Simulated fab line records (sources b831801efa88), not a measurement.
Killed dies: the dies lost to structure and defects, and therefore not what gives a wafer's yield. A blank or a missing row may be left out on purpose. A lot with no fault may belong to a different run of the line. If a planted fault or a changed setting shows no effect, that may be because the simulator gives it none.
Which of the tools did it?    flow gf180mcu    39 wafers from 13 lots sampled at 4 of the route's 602 steps

== WHAT THE GAUGES READ, wafer by wafer ==
GF_PASSIVATION_THK_MEAS_03.
lot   measured      on             PASSIVATION_CVD_02_THK (nm)
L145  day 27 23:41  film metro-04  706 702 721
L146  day 28 11:38  film metro-04  682 687 676
L151  day 30 00:21  film metro-04  695 700 706
L152  day 30 11:20  film metro-01  695 697 705
L153  day 30 17:04  film metro-04  693 697 699
L154  day 31 01:44  film metro-03  689 694 698
L155  day 31 08:02  film metro-01  708 713 707
L156  day 31 09:35  film metro-03  700 697 712
L159  day 32 03:30  film metro-03  692 706 713
L162  day 32 23:53  film metro-01  684 708 709
L166  day 33 23:20  film metro-01  687 700 708
L168  day 34 05:15  film metro-01  687 693 705
L167  day 34 05:41  film metro-01  698 704 708

== WHICH TOOL RAN EACH LOT (tool, then ch and the chambers of the sampled wafers, then the start) ==
lot   GF_V5_ETCH_17                       GF_TOP_METAL_SPUTTER_03       GF_TOP_METAL_SPUTTER_04
L145  rie diel-01 ch 1,2,3, day 27 01:00  pvd sputter-04, day 27 02:32  pvd sputter-04, day 27 02:34
L146  rie diel-02 ch 0,1,3, day 27 13:00  pvd sputter-02, day 27 14:33  pvd sputter-02, day 27 14:34
L151  rie diel-02 ch 1,2, day 29 03:00    pvd sputter-01, day 29 04:54  pvd sputter-01, day 29 04:55
L152  rie diel-04 ch 0,1,2, day 29 13:00  pvd sputter-01, day 29 15:26  pvd sputter-01, day 29 15:26
L153  rie diel-02 ch 0,1,3, day 29 17:00  pvd sputter-04, day 29 19:20  pvd sputter-04, day 29 19:21
L154  rie diel-02 ch 0,2,3, day 30 04:00  pvd sputter-04, day 30 06:23  pvd sputter-04, day 30 06:24
L155  rie diel-04 ch 2,3, day 30 10:00    pvd sputter-01, day 30 12:44  pvd sputter-01, day 30 12:45
L156  rie diel-01 ch 0,2,3, day 30 13:00  pvd sputter-04, day 30 14:35  pvd sputter-04, day 30 14:37
L159  rie diel-04 ch 0,2,3, day 31 07:00  pvd sputter-04, day 31 08:53  pvd sputter-04, day 31 08:55
L162  rie diel-02 ch 0,1,3, day 32 04:00  pvd sputter-02, day 32 06:07  pvd sputter-02, day 32 06:08
L166  rie diel-04 ch 1,2, day 33 05:00    pvd sputter-02, day 33 06:53  pvd sputter-02, day 33 06:54
L168  rie diel-02 ch 0,1,2, day 33 11:00  pvd sputter-02, day 33 12:35  pvd sputter-02, day 33 12:36
L167  rie diel-04 ch 0,1, day 33 11:00    pvd sputter-02, day 33 13:12  pvd sputter-02, day 33 13:13
- GF_V5_ETCH_17: etches SiO2 in C4F8/O2/Ar, stops on TiN, target depth 855 nm.
- GF_TOP_METAL_SPUTTER_03: material Ti, target thk 5 nm, time 3.3 s.
- GF_TOP_METAL_SPUTTER_04: material TiN, target thk 25 nm, time 20.8 s.

== AS READ BY THE TOOLS THEMSELVES (means over the sampled wafers that have a number; for cases with no such wafer, the mark the record gives instead) ==
GF_V5_ETCH_17.
lot   tool         oes product au (a.u.)
L145  rie diel-01  0.857
L146  rie diel-02  0.856
L151  rie diel-02  0.862
L152  rie diel-04  0.860
L153  rie diel-02  0.863
L154  rie diel-02  0.856
L155  rie diel-04  0.860
L156  rie diel-01  0.855
L159  rie diel-04  0.856
L162  rie diel-02  0.857
L166  rie diel-04  0.862
L168  rie diel-02  0.858
L167  rie diel-04  0.856

GF_TOP_METAL_SPUTTER_03.
lot   tool            throttle valve pct (%)
L145  pvd sputter-04  30.1
L146  pvd sputter-02  30.4
L151  pvd sputter-01  30.7
L152  pvd sputter-01  30.3
L153  pvd sputter-04  29.4
L154  pvd sputter-04  28.5
L155  pvd sputter-01  31.0
L156  pvd sputter-04  29.4
L159  pvd sputter-04  28.6
L162  pvd sputter-02  30.1
L166  pvd sputter-02  30.3
L168  pvd sputter-02  29.9
L167  pvd sputter-02  29.7

GF_TOP_METAL_SPUTTER_04.
lot   tool            throttle valve pct (%)
L145  pvd sputter-04  30.1
L146  pvd sputter-02  30.3
L151  pvd sputter-01  30.8
L152  pvd sputter-01  30.3
L153  pvd sputter-04  29.3
L154  pvd sputter-04  28.7
L155  pvd sputter-01  31.0
L156  pvd sputter-04  29.2
L159  pvd sputter-04  28.4
L162  pvd sputter-02  30.1
L166  pvd sputter-02  30.3
L168  pvd sputter-02  29.8
L167  pvd sputter-02  29.7

== THE ANSWER, worked out from the rows above alone ==
Rule: what is usual is taken from the lots themselves. Put in order of their means at a reading, lots are off if they are a third of the lots or fewer, leave a main group of 4 or more, and stand apart from it by a gap of 3 or more times the standard deviation of the main group's means; of several such gaps the widest counts. A main group whose means are all the same, to the digits that the tables above print for the reading, isn't used. A lot without any number at a reading at which 4 lots or more have one is off too. All remaining lots with rows at the step are treated as sound. The gauges are gone through in route order, then the tools' own readings, and for those a lot's mean is taken as printed above. At the first step where some lot is off, the reading lying furthest off is the one used; lots without a number count as furthest.
No lot is off on any of the readings shown, so nothing can be concluded from this.

== WHAT THE SIMULATOR HAD PUT IN ==
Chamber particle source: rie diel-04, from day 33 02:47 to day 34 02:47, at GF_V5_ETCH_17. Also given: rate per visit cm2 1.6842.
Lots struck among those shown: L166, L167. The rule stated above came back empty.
